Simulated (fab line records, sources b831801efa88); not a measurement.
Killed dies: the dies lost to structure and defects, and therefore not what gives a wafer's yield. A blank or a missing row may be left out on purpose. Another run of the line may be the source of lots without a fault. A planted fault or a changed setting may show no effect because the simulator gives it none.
A struck lot beside a sound one	flow sky130	15 out of 708 route steps
Sound: wafers L301.3, L301.5, L301.6. Struck: wafers L294.1, L294.3, L294.6. The cause comes at the end.
At each step with rows: each side's tool, then ch and its chambers, then its first start. Under that, the readings that differ: sound wafers	struck wafers	difference of the means	sigmas: that difference in standard deviations of wafers without a fault.
alike: readings with means less than 2 such deviations apart, plus words and numbers identical on both sides. not compared: withheld readings, readings lacking a value on some wafer, bounds such as >300 that could conceal the same value, and numbers that have no deviation in the record and whose values overlap.
A row with sigmas, a row that says differs or no value, or rows on one side alone: a step with any of these is where the two part. When numbers do not overlap yet have no deviation, they are printed without sigmas and do not part them. A reading that every wafer of one side lacks parts them only if that side has two wafers or more.

SKY_VT_ADJUST_PCH_STRIP_09: strips in O2/N2.
  sound on plasma_asher-04 ch 0,1, day 16 20:17; struck on plasma_asher-03 ch 0,1, day 14 12:17
reading	sound	struck	difference	sigmas
drypump_motor_current_A (A)	5.4 6.0 5.3	6.1 6.5 6.5	+0.8	+2
  alike: oes_product_au, strip_time_to_endpoint_s
  not compared: rf_hours_counter_h
SKY_VT_ADJUST_PCH_TW_MEAS_10:
  struck on film_metro-03, day 14 12:23; sound on film_metro-03, day 16 20:22
  alike: VT_ADJUST_PCH_TW
then, 7 steps without rows for these wafers: SKY_SONOS_TUNNEL_DEHYDRATE_00 (time 60 s); SKY_SONOS_TUNNEL_HMDS_01 (prime time 60 s); SKY_SONOS_TUNNEL_COAT_02 (resist thk 1140 nm); SKY_SONOS_TUNNEL_SOFTBAKE_03 (time 60 s); SKY_SONOS_TUNNEL_EXPOSE_04 (exposes mask TUNM, target cd 410 nm); SKY_SONOS_TUNNEL_PEB_05; SKY_SONOS_TUNNEL_DEVELOP_06 (develop time 60 s).
SKY_SONOS_TUNNEL_CD_MEAS_07: target cd 410 nm.
  struck on cd_sem-01, day 15 12:49; sound on cd_sem-01, day 18 01:01
  alike: cd_nm
SKY_SONOS_TUNNEL_OVL_MEAS_08:
  struck on overlay-02, day 15 12:56; sound on overlay-01, day 18 01:07
  alike: SONOS_TUNNEL_OVL
then, 1 step without rows for these wafers: SKY_SONOS_TUNNEL_IMPLANT_09.
SKY_SONOS_TUNNEL_WET_ETCH_10: etches SiO2 in dHF, target depth 14 nm, time 280 s.
  sound on wet_bench-03 ch 3, day 18 01:17; struck on wet_bench-03 ch 0, day 15 13:08
  no value came back on the struck wafers for bath_heat_duty_pct (%), run_length_s (s); on the sound wafers bath_heat_duty_pct (%) reads 6.4 7.2 5.7
then, 1 step without rows for these wafers: SKY_SONOS_TUNNEL_STRIP_11 (strips in SPM, time 600 s).
-- a jump in the record: the struck wafers' starts before and after are 33 days apart (it breaks off in module SONOS_TUNNEL and resumes in module PAD_OPEN, where the first step shown is number 708 of the route) --
SKY_PAD_OPEN_PROBE_99:
  struck on prober-01, day 48 23:38; sound on prober-02, day 50 10:05
reading	sound	struck	difference	sigmas
hold	- - -	await_dispo/1.9h/scrap await_dispo/1.9h/scrap await_dispo/1.9h/scrap	no value on the sound wafers	
killed_at_front_end	15 22 15	432 411 414	+402	+98
killed_dies	78 81 87	492 492 492	+410	+44
killed_on_rim	14 18 17	96 96 96	+80	+22
  alike: killed_at_M0_to_M3, killed_at_M4_up, killed_at_contacts, killed_at_other, killed_open, killed_short

## WHERE THEY PART
Last at SKY_PAD_OPEN_PROBE_99 as far as this record goes, first at SKY_VT_ADJUST_PCH_STRIP_09.

WHY: what had been put in by the simulator
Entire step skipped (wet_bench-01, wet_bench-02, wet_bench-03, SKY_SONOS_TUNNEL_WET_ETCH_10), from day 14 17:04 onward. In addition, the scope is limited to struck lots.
